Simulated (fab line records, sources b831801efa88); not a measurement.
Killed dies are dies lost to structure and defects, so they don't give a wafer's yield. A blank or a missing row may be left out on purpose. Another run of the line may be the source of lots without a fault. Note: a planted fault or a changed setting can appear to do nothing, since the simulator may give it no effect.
fab line records / flow sky130
[record] lots = 14 wafers = 42 lastDay = 50
route steps=708 shown SONOS_ONO@170 PAD_OPEN@708
lots that met no fault: from a run of the same line without faults
startH: hours from the record's opening day to when the first of the lot's shown wafers began / waitH: hours since the lot's step before / " unchanged from the row above / L1.1+2: a single row standing in for several wafers / - either no value or no given start / * or withheld: withheld / < > ~ a bound
route shown NAME@n: NAME is a module with steps in the file, n the number in the route of the first one / usual: mean and standard deviation over wafers with no fault / same: alike in all rows / chamber/n: place in a boat / sites: each site's reading / _std_site: their standard deviation / _edge_site: inner sites' mean taken away from outer sites' mean / radiusMm: for every site, how far away it sits from the centre of the wafer / mask NAME#n: copy n / behind: the tool/chamber that last shaped the wafer / hold: the reason the lot was held/the length of the hold in hours/how it ended / device: names the non-switching transistor (n, p or np) / end of line: the tests these same wafers got at the end of their route / step lacking rows: just its recipe / killed: dies lost to structure and defects at the first sort, not the wafer's yield / map: the dies of a wafer, with x for killed, . for not killed, _ for no die there
set.NAME: the run value of the setting; set.NAME@STEP: its run value at that earlier step / model.NAME: the simulator's own value behind a step, which no gauge read
a sample of lots followed through the steps of the route, with each step as a table and each wafer as a row
[[steps]]
[step SKY_SONOS_ONO_CVD_02]
[recipe] material = Si3N4 precursor = DCS/NH3 targetThkNm = 10.5 tempC = 770 timeS = 180 pressureMtorr = 250
[usual] pressureMtorr = 250.1/0.45 spikeTcUpperC = 770.8/1
lot.wafer=L698.1 tool=lpcvd-02 chamber=1 startH=256.08 waitH=0.5 pressureMtorr=249.9 spikeTcUpperC=770.3
lot.wafer=L698.3 tool=lpcvd-02 chamber=1 startH=256.08 waitH=0.5 pressureMtorr=249.8 spikeTcUpperC=771.6
lot.wafer=L698.6 tool=lpcvd-02 chamber=1 startH=256.08 waitH=0.5 pressureMtorr=249.7 spikeTcUpperC=770.3
lot.wafer=L699.3 tool=lpcvd-02 chamber=0 startH=270.50 waitH=0.0 pressureMtorr=249.6 spikeTcUpperC=770.6
lot.wafer=L699.5 tool=lpcvd-02 chamber=0 startH=270.50 waitH=0.0 pressureMtorr=250.1 spikeTcUpperC=769.2
lot.wafer=L699.6 tool=lpcvd-02 chamber=0 startH=270.50 waitH=0.0 pressureMtorr=249.7 spikeTcUpperC=768.0
lot.wafer=L700.1 tool=lpcvd-02 chamber=0 startH=270.50 waitH=0.1 pressureMtorr=249.7 spikeTcUpperC=770.8
lot.wafer=L700.2 tool=lpcvd-02 chamber=0 startH=270.50 waitH=0.1 pressureMtorr=250.3 spikeTcUpperC=769.6
lot.wafer=L700.5 tool=lpcvd-02 chamber=0 startH=270.50 waitH=0.1 pressureMtorr=250.0 spikeTcUpperC=770.5
lot.wafer=L701.1 tool=lpcvd-02 chamber=0 startH=278.46 waitH=0.1 pressureMtorr=249.0 spikeTcUpperC=770.2
lot.wafer=L701.2 tool=lpcvd-02 chamber=0 startH=278.46 waitH=0.1 pressureMtorr=249.6 spikeTcUpperC=771.0
lot.wafer=L701.3 tool=lpcvd-02 chamber=0 startH=278.46 waitH=0.1 pressureMtorr=249.9 spikeTcUpperC=769.7
lot.wafer=L702.1 tool=lpcvd-02 chamber=1 startH=284.77 waitH=0.7 pressureMtorr=299.9 spikeTcUpperC=772.8
lot.wafer=L702.3 tool=lpcvd-02 chamber=1 startH=284.77 waitH=0.7 pressureMtorr=300.0 spikeTcUpperC=771.6
lot.wafer=L702.6 tool=lpcvd-02 chamber=1 startH=284.77 waitH=0.7 pressureMtorr=300.9 spikeTcUpperC=770.8
lot.wafer=L703.3 tool=lpcvd-02 chamber=1 startH=291.21 waitH=0.0 pressureMtorr=300.8 spikeTcUpperC=773.4
lot.wafer=L703.4 tool=lpcvd-02 chamber=1 startH=291.21 waitH=0.0 pressureMtorr=300.4 spikeTcUpperC=770.4
lot.wafer=L703.5 tool=lpcvd-02 chamber=1 startH=291.21 waitH=0.0 pressureMtorr=300.6 spikeTcUpperC=771.2
lot.wafer=L712.1 tool=lpcvd-02 chamber=1 startH=361.07 waitH=0.1 pressureMtorr=249.5 spikeTcUpperC=769.8
lot.wafer=L712.5 tool=lpcvd-02 chamber=1 startH=361.07 waitH=0.1 pressureMtorr=250.3 spikeTcUpperC=769.7
lot.wafer=L712.6 tool=lpcvd-02 chamber=1 startH=361.07 waitH=0.1 pressureMtorr=249.4 spikeTcUpperC=771.2
lot.wafer=L713.3 tool=lpcvd-02 chamber=0 startH=370.86 waitH=0.0 pressureMtorr=250.1 spikeTcUpperC=769.7
lot.wafer=L713.4 tool=lpcvd-02 chamber=0 startH=370.86 waitH=0.0 pressureMtorr=249.7 spikeTcUpperC=770.8
lot.wafer=L713.5 tool=lpcvd-02 chamber=0 startH=370.86 waitH=0.0 pressureMtorr=250.2 spikeTcUpperC=772.0
lot.wafer=L714.2 tool=lpcvd-02 chamber=0 startH=378.48 waitH=0.5 pressureMtorr=250.5 spikeTcUpperC=771.1
lot.wafer=L714.3 tool=lpcvd-02 chamber=0 startH=378.48 waitH=0.5 pressureMtorr=249.6 spikeTcUpperC=771.5
lot.wafer=L714.6 tool=lpcvd-02 chamber=0 startH=378.48 waitH=0.5 pressureMtorr=250.1 spikeTcUpperC=770.7
lot.wafer=L715.1 tool=lpcvd-02 chamber=0 startH=385.84 waitH=1.7 pressureMtorr=249.9 spikeTcUpperC=772.0
lot.wafer=L715.5 tool=lpcvd-02 chamber=0 startH=385.84 waitH=1.7 pressureMtorr=249.9 spikeTcUpperC=769.4
lot.wafer=L715.6 tool=lpcvd-02 chamber=0 startH=385.84 waitH=1.7 pressureMtorr=249.8 spikeTcUpperC=771.1
lot.wafer=L718.2 tool=lpcvd-02 chamber=1 startH=409.03 waitH=0.3 pressureMtorr=250.2 spikeTcUpperC=770.6
lot.wafer=L718.4 tool=lpcvd-02 chamber=1 startH=409.03 waitH=0.3 pressureMtorr=250.0 spikeTcUpperC=771.0
lot.wafer=L718.5 tool=lpcvd-02 chamber=1 startH=409.03 waitH=0.3 pressureMtorr=250.3 spikeTcUpperC=770.2
lot.wafer=L719.2 tool=lpcvd-02 chamber=0 startH=417.48 waitH=1.6 pressureMtorr=249.3 spikeTcUpperC=770.3
lot.wafer=L719.4 tool=lpcvd-02 chamber=0 startH=417.48 waitH=1.6 pressureMtorr=250.1 spikeTcUpperC=770.1
lot.wafer=L719.6 tool=lpcvd-02 chamber=0 startH=417.48 waitH=1.6 pressureMtorr=249.7 spikeTcUpperC=770.4
lot.wafer=L720.4 tool=lpcvd-02 chamber=1 startH=430.40 waitH=1.4 pressureMtorr=250.5 spikeTcUpperC=770.0
lot.wafer=L720.5 tool=lpcvd-02 chamber=1 startH=430.40 waitH=1.4 pressureMtorr=250.4 spikeTcUpperC=771.7
lot.wafer=L720.6 tool=lpcvd-02 chamber=1 startH=430.40 waitH=1.4 pressureMtorr=249.7 spikeTcUpperC=769.3
lot.wafer=L721.1 tool=lpcvd-02 chamber=1 startH=437.92 waitH=0.1 pressureMtorr=249.5 spikeTcUpperC=770.9
lot.wafer=L721.4 tool=lpcvd-02 chamber=1 startH=437.92 waitH=0.1 pressureMtorr=249.6 spikeTcUpperC=771.2
lot.wafer=L721.5 tool=lpcvd-02 chamber=1 startH=437.92 waitH=0.1 pressureMtorr=250.0 spikeTcUpperC=770.6
[step SKY_SONOS_ONO_THK_MEAS_03]
[recipe] reads = Si3N4_of_SONOS_ONO_CVD_02
[usual] SONOS_ONO_CVD_02_THK = 10.53/0.1
lot.wafer=L698.1 tool=filmMetro-04 chamber=- startH=257.13 waitH=0.0 SONOS_ONO_CVD_02_THK[nm]=10.58
lot.wafer=L698.3 tool=filmMetro-04 chamber=- startH=257.13 waitH=0.0 SONOS_ONO_CVD_02_THK[nm]=10.34
lot.wafer=L698.6 tool=filmMetro-04 chamber=- startH=257.13 waitH=0.0 SONOS_ONO_CVD_02_THK[nm]=10.48
lot.wafer=L700.1 tool=filmMetro-02 chamber=- startH=271.55 waitH=0.0 SONOS_ONO_CVD_02_THK[nm]=10.40
lot.wafer=L700.2 tool=filmMetro-02 chamber=- startH=271.55 waitH=0.0 SONOS_ONO_CVD_02_THK[nm]=10.35
lot.wafer=L700.5 tool=filmMetro-02 chamber=- startH=271.55 waitH=0.0 SONOS_ONO_CVD_02_THK[nm]=10.35
lot.wafer=L699.3 tool=filmMetro-01 chamber=- startH=271.57 waitH=0.0 SONOS_ONO_CVD_02_THK[nm]=10.70
lot.wafer=L699.5 tool=filmMetro-01 chamber=- startH=271.57 waitH=0.0 SONOS_ONO_CVD_02_THK[nm]=10.59
lot.wafer=L699.6 tool=filmMetro-01 chamber=- startH=271.57 waitH=0.0 SONOS_ONO_CVD_02_THK[nm]=10.61
lot.wafer=L701.1 tool=filmMetro-02 chamber=- startH=279.51 waitH=0.0 SONOS_ONO_CVD_02_THK[nm]=10.45
lot.wafer=L701.2 tool=filmMetro-02 chamber=- startH=279.51 waitH=0.0 SONOS_ONO_CVD_02_THK[nm]=10.60
lot.wafer=L701.3 tool=filmMetro-02 chamber=- startH=279.51 waitH=0.0 SONOS_ONO_CVD_02_THK[nm]=10.44
lot.wafer=L702.1 tool=filmMetro-04 chamber=- startH=285.82 waitH=0.0 SONOS_ONO_CVD_02_THK[nm]=11.19
lot.wafer=L702.3 tool=filmMetro-04 chamber=- startH=285.82 waitH=0.0 SONOS_ONO_CVD_02_THK[nm]=11.15
lot.wafer=L702.6 tool=filmMetro-04 chamber=- startH=285.82 waitH=0.0 SONOS_ONO_CVD_02_THK[nm]=11.20
lot.wafer=L703.3 tool=filmMetro-01 chamber=- startH=292.28 waitH=0.0 SONOS_ONO_CVD_02_THK[nm]=11.23
lot.wafer=L703.4 tool=filmMetro-01 chamber=- startH=292.28 waitH=0.0 SONOS_ONO_CVD_02_THK[nm]=11.02
lot.wafer=L703.5 tool=filmMetro-01 chamber=- startH=292.28 waitH=0.0 SONOS_ONO_CVD_02_THK[nm]=11.09
lot.wafer=L712.1 tool=filmMetro-04 chamber=- startH=362.12 waitH=0.0 SONOS_ONO_CVD_02_THK[nm]=10.71
lot.wafer=L712.5 tool=filmMetro-04 chamber=- startH=362.12 waitH=0.0 SONOS_ONO_CVD_02_THK[nm]=10.58
lot.wafer=L712.6 tool=filmMetro-04 chamber=- startH=362.12 waitH=0.0 SONOS_ONO_CVD_02_THK[nm]=10.61
lot.wafer=L713.3 tool=filmMetro-04 chamber=- startH=371.93 waitH=0.0 SONOS_ONO_CVD_02_THK[nm]=10.44
lot.wafer=L713.4 tool=filmMetro-04 chamber=- startH=371.93 waitH=0.0 SONOS_ONO_CVD_02_THK[nm]=10.54
lot.wafer=L713.5 tool=filmMetro-04 chamber=- startH=371.93 waitH=0.0 SONOS_ONO_CVD_02_THK[nm]=10.49
lot.wafer=L714.2 tool=filmMetro-04 chamber=- startH=379.54 waitH=0.0 SONOS_ONO_CVD_02_THK[nm]=10.57
lot.wafer=L714.3 tool=filmMetro-04 chamber=- startH=379.54 waitH=0.0 SONOS_ONO_CVD_02_THK[nm]=10.50
lot.wafer=L714.6 tool=filmMetro-04 chamber=- startH=379.54 waitH=0.0 SONOS_ONO_CVD_02_THK[nm]=10.74
lot.wafer=L715.1 tool=filmMetro-02 chamber=- startH=387.41 waitH=0.0 SONOS_ONO_CVD_02_THK[nm]=10.73
lot.wafer=L715.5 tool=filmMetro-02 chamber=- startH=387.41 waitH=0.0 SONOS_ONO_CVD_02_THK[nm]=10.60
lot.wafer=L715.6 tool=filmMetro-02 chamber=- startH=387.41 waitH=0.0 SONOS_ONO_CVD_02_THK[nm]=10.54
lot.wafer=L718.2 tool=filmMetro-04 chamber=- startH=410.09 waitH=0.0 SONOS_ONO_CVD_02_THK[nm]=10.53
lot.wafer=L718.4 tool=filmMetro-04 chamber=- startH=410.09 waitH=0.0 SONOS_ONO_CVD_02_THK[nm]=10.50
lot.wafer=L718.5 tool=filmMetro-04 chamber=- startH=410.09 waitH=0.0 SONOS_ONO_CVD_02_THK[nm]=10.68
lot.wafer=L719.2 tool=filmMetro-02 chamber=- startH=418.54 waitH=0.0 SONOS_ONO_CVD_02_THK[nm]=10.59
lot.wafer=L719.4 tool=filmMetro-02 chamber=- startH=418.54 waitH=0.0 SONOS_ONO_CVD_02_THK[nm]=10.50
lot.wafer=L719.6 tool=filmMetro-02 chamber=- startH=418.54 waitH=0.0 SONOS_ONO_CVD_02_THK[nm]=10.52
lot.wafer=L720.4 tool=filmMetro-01 chamber=- startH=432.01 waitH=0.0 SONOS_ONO_CVD_02_THK[nm]=10.28
lot.wafer=L720.5 tool=filmMetro-01 chamber=- startH=432.01 waitH=0.0 SONOS_ONO_CVD_02_THK[nm]=10.50
lot.wafer=L720.6 tool=filmMetro-01 chamber=- startH=432.01 waitH=0.0 SONOS_ONO_CVD_02_THK[nm]=10.28
lot.wafer=L721.1 tool=filmMetro-01 chamber=- startH=439.49 waitH=0.0 SONOS_ONO_CVD_02_THK[nm]=10.52
lot.wafer=L721.4 tool=filmMetro-01 chamber=- startH=439.49 waitH=0.0 SONOS_ONO_CVD_02_THK[nm]=10.51
lot.wafer=L721.5 tool=filmMetro-01 chamber=- startH=439.49 waitH=0.0 SONOS_ONO_CVD_02_THK[nm]=10.53
[step SKY_PAD_OPEN_PROBE_99]
[usual] killed_at_M0_to_M3 = 43/6.6 killed_at_M4_up = 3.4/1.8 killedAtContacts = 24/4.9 killedAtFrontEnd = 15/4.1 killedAtOther = 0.3/0.55 killedDies = 85/8.8 killedOpen = 46/6.1 killedShort = 39/5.7
[same] grossDies = 492 killedAtBackSide = 0
lot.wafer=L715.1 tool=prober-01 chamber=- startH=1174.40 waitH=0.1 killed_at_M0_to_M3=45 killed_at_M4_up=5 killedAtContacts=19 killedAtFrontEnd=14 killedAtOther=0 killedDies=83 killedOpen=46 killedShort=37
lot.wafer=L715.5 tool=prober-01 chamber=- startH=1174.60 waitH=0.2 killed_at_M0_to_M3=29 killed_at_M4_up=4 killedAtContacts=29 killedAtFrontEnd=22 killedAtOther=0 killedDies=84 killedOpen=50 killedShort=34
lot.wafer=L715.6 tool=prober-01 chamber=- startH=1174.65 waitH=0.2 killed_at_M0_to_M3=33 killed_at_M4_up=2 killedAtContacts=27 killedAtFrontEnd=18 killedAtOther=0 killedDies=80 killedOpen=45 killedShort=35
// killed by level:class
L715.1 VIA1:geometricParticle:open=8 VIA2:geometricParticle:open=7 VIA3:geometricParticle:open=6 VIA1:geometricParticle:short=6 METAL2:geometricParticle:short=6 POLY_GATE:geometricParticle:open=5 LI_CONTACT:geometricParticle:open=5 LOCAL_INTERCONNECT:geometricParticle:short=5
L715.5 CONTACT:geometricParticle:open=12 CONTACT:geometricParticle:short=9 VIA2:geometricParticle:open=9 VIA1:geometricParticle:open=8 FIELD_ISO:geometricParticle:short=6 FIELD_ISO:geometricParticle:open=5 POLY_GATE:geometricParticle:open=5 LI_CONTACT:geometricParticle:open=4
L715.6 CONTACT:geometricParticle:open=10 VIA1:geometricParticle:open=9 FIELD_ISO:geometricParticle:short=6 LI_CONTACT:geometricParticle:open=6 FIELD_ISO:geometricParticle:open=5 VIA2:geometricParticle:short=5 VIA2:geometricParticle:open=5 LOCAL_INTERCONNECT:geometricParticle:short=4
[[key]]
[firstSign] step = SKY_SONOS_ONO_CVD_02 reading = pressureMtorr direction = up sigmas = 99+ usual = 250.1 struck = 300.4
[effect] step = SKY_SONOS_ONO_THK_MEAS_03 reading = SONOS_ONO_CVD_02_THK direction = up sigmas = 6.1 usual = 10.53 struck = 11.15
metAt SKY_SONOS_ONO_CVD_02
struckLots L702,L703
testerLeftOut L702,L703
onsetBetween 278.46 284.77
[fault] kind = processParameterDrift tool = lpcvd-02 chamber = - onsetH = 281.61 steps = SKY_SONOS_ONO_CVD_02 channel = pressureMtorr offset = 50 shape = step endH = 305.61 actsIn = theseRecipesOnly stated = 250
// testerLeftOut: of these lots the tester's yield and bins aren't shown, on N5 and GAA mostly nor the transistor test; their killed dies are dies lost to structure and defects alone, not to doping, threshold or leakage, so they don't give the yield
